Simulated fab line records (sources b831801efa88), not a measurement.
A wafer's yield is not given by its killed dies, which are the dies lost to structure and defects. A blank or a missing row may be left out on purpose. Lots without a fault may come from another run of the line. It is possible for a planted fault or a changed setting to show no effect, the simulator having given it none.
Problem report, 8D (eight disciplines) form, completed by code	flow sky130	the parts of the form that need people (team, actions taken, sign-off) are left out

== 1. WHAT WENT WRONG ==
Mean NWELL_2_TW at SKY_NWELL_TW_MEAS_26: 386.7 over 6 wafers in 2 lots; fault-free wafers: 500.7, standard deviation 2.8. Relative to the usual mean, that is a shift of -41 standard deviations.
First observed at day 7 15:49: wafer L156.1, on filmMetro-04. The record has a number at this step for 39 wafers belonging to 13 lots. Rule for "out", or "out of limits": more than 4 standard deviations from the usual mean. All remaining wafers that have a number are taken as sound.

== 2. WHAT IT IS, AND WHAT IT ISN'T ==
question	is	is not
which readings at this step	NWELL_2_TW	-
which lots	L156, L159	L147, L149, L150, L155, L160, L162, L164, L166, L168, L169, L170
which wafers of those lots	all that have a number	-
read on which gauges	filmMetro-04	filmMetro-02, filmMetro-03
when	from day 7 15:49	up to then (12 sound wafers); but 21 sound wafers of L160, L162, L164, L166, L168, L169, L170 came after

== 3. SUSPECTS, AND WHAT RULES EACH OUT ==
Counting: a tool stays on the suspect list if, at a process step up to the reading, it processed all lots that are out and no sound lot following the first of them.
- the gauge at SKY_NWELL_TW_MEAS_26 has been ruled out. All the wafers that are out were read on filmMetro-04, but those of them that SKY_NWELL_IMPLANT_24 has rows for are out there too, on other tools.
- implanter-01 at SKY_NWELL_IMPLANT_24: kept. It processed each lot that is out, first L156 at day 7 15:34, and no sound lot thereafter; up to then, the last sound lot it processed was L149 at day 5 23:28. Out on those wafers are its own readings of doseIonsCm2, faradayCurrentUA.
Remaining after the count: implanter-01 at SKY_NWELL_IMPLANT_24.

== 4. THE CAUSE (what the simulator had put in) ==
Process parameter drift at SKY_NWELL_IMPLANT_24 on implanter-01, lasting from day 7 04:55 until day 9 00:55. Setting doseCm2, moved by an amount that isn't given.
Counting left only this tool.

== 5. THE EFFECT CHAIN, in route order ==
One row per reading whose mean, taken over the struck wafers that have a number, lies over 3 standard deviations from the usual. Scope: only readings with a usual standard deviation given in the record; hours: median across lots of the time from each lot's start at the first step in this table that gives one to its start at this step; sigmas: change in usual standard deviations.
hours	step	reading	usual	on struck wafers	change	sigmas
0	SKY_NWELL_IMPLANT_24	doseIonsCm2	9.198e+12	3.969e+12	-5.229e+12	-99 or more
0	SKY_NWELL_IMPLANT_24	faradayCurrentUA	51.8	22.3	-29.5	-27
0	SKY_NWELL_TW_MEAS_26	NWELL_2_TW	500.7	386.7	-114.0	-41
Here are the process steps it includes:
- SKY_NWELL_IMPLANT_24
Later measuring or inspecting steps at which every struck wafer that the step has a row for has a number for every such reading, and none has moved that far: SKY_VT_ADJUST_LVTN_TW_MEAS_10, SKY_VT_ADJUST_LVTN_OVL_MEAS_18.

== 6. HOW IT WOULD HAVE BEEN CAUGHT EARLIER ==
The first out-of-limits reading at a measuring or inspecting step in this record came at day 7 15:49, 11 hours after the fault's start at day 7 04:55.
At SKY_NWELL_IMPLANT_24, the tool's own readings (doseIonsCm2, faradayCurrentUA) were out on each struck wafer the step has a row for, so an alarm limit on them would have fired on the first such wafer.
Lots out: 2; of these, L159 started SKY_NWELL_IMPLANT_24 on implanter-01 after day 7 15:49. Putting the tool on hold at that point would have spared it.
